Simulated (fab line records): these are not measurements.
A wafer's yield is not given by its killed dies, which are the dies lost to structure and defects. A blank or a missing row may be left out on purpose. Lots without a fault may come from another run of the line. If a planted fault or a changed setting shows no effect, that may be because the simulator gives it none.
The tool behind it: which one? ; flow sky130 ; 43 wafers from 15 lots sampled at 2 of the route's 708 steps

## WHAT THE GAUGES SHOWED, per wafer
SKY_CAP2M_OVL_MEAS_12. Usual: CAP2M_OVL typically reads -0.5 nm, with standard deviation 1.3.
lot;measured;on;CAP2M_OVL (nm);flag
L426;day 41 07:13;overlay-01;1.4 -2.0 0.7;
L425;day 41 14:56;overlay-02;1.7 -0.2 2.6;
L427;day 41 16:37;overlay-02;-2.0 -1.9 -1.8;
L429;day 42 06:16;overlay-01;1.5 0.7 1.6;
L430;day 42 16:55;overlay-02;-1.3 -1.4 -0.6;
L433;day 43 15:14;overlay-02;-1.5 -0.3 -1.2;
L436;day 44 15:17;overlay-01;-1.0;
L438;day 44 22:40;overlay-02;-0.6 -0.1 0.2;
L439;day 45 00:43;overlay-01;0.1 3.7 0.1;
L440;day 45 10:43;overlay-02;-2.1 0.4 -0.7;
L442;day 45 15:22;overlay-02;-1.8 -1.1 0.0;
L443;day 46 07:16;overlay-02;-1.6 -0.8 -1.4;
L445;day 46 09:53;overlay-01;0.4 0.4 1.0;
L444;day 46 17:20;overlay-02;-0.4 -2.5 -0.3;
L446;day 46 22:44;overlay-01;-1.0 0.1 -3.6;

## WHAT TOOL EACH LOT RAN ON (gives the tool, then ch and the chambers of the sampled wafers, and finally the start)
lot;SKY_METAL4_SPUTTER_04
L426;pvd-sputter-04, day 40 07:14
L425;pvd-sputter-03, day 40 14:39
L427;pvd-sputter-03, day 40 17:01
L429;pvd-sputter-04, day 41 06:47
L430;pvd-sputter-04, day 41 17:11
L433;pvd-sputter-02, day 42 15:45
L436;pvd-sputter-02, day 43 17:05
L438;pvd-sputter-03, day 44 00:00
L439;pvd-sputter-04, day 44 02:34
L440;pvd-sputter-02, day 44 13:02
L442;pvd-sputter-02, day 44 18:44
L443;pvd-sputter-04, day 45 10:48
L445;pvd-sputter-03, day 45 12:43
L444;pvd-sputter-04, day 45 20:05
L446;pvd-sputter-03, day 46 01:59
- SKY_METAL4_SPUTTER_04: material TiN, target thk 70 nm, time 58.3 s.

## WHAT THE TOOLS THEMSELVES READ (means of the sampled wafers that have a number; where no wafer has one, the mark that the record gives instead)
SKY_METAL4_SPUTTER_04. Usual: cathode-dc-power-W 6500.2 W, standard deviation 1.2; throttle-valve-pct 30.3 %, standard deviation 0.8.
lot;tool;cathode-dc-power-W (W);throttle-valve-pct (%);flag
L426;pvd-sputter-04;6501.7;30.1;
L425;pvd-sputter-03;6500.2;29.8;
L427;pvd-sputter-03;6499.0;29.8;
L429;pvd-sputter-04;6499.4;30.6;
L430;pvd-sputter-04;6501.1;30.0;
L433;pvd-sputter-02;6500.0;31.3;
L436;pvd-sputter-02;6499.0;31.3;
L438;pvd-sputter-03;6499.9;30.3;
L439;pvd-sputter-04;6499.8;29.9;
L440;pvd-sputter-02;6500.5;30.8;
L442;pvd-sputter-02;6500.4;30.6;
L443;pvd-sputter-04;6500.8;30.1;
L445;pvd-sputter-03;6499.5;30.3;
L444;pvd-sputter-04;6499.9;30.0;
L446;pvd-sputter-03;6499.8;29.7;

## THE ANSWER, worked out from the rows above alone
Rule: take the mean of a lot's wafers that have a number; if it is more than 3 standard deviations from the usual mean, the lot is off. A lot without any number at a reading at which 4 lots or more have one is off too. All remaining lots with rows at the step are treated as sound. Order of review: gauges by route order, followed by the tools' own readings, for which a lot's mean as printed above is used. At the first step where some lot is off, the reading lying furthest off is the one used; lots without a number count as furthest.
Across all readings shown, no lot is off: no conclusion can be drawn from this.

## WHAT THE SIMULATOR HAD INSERTED
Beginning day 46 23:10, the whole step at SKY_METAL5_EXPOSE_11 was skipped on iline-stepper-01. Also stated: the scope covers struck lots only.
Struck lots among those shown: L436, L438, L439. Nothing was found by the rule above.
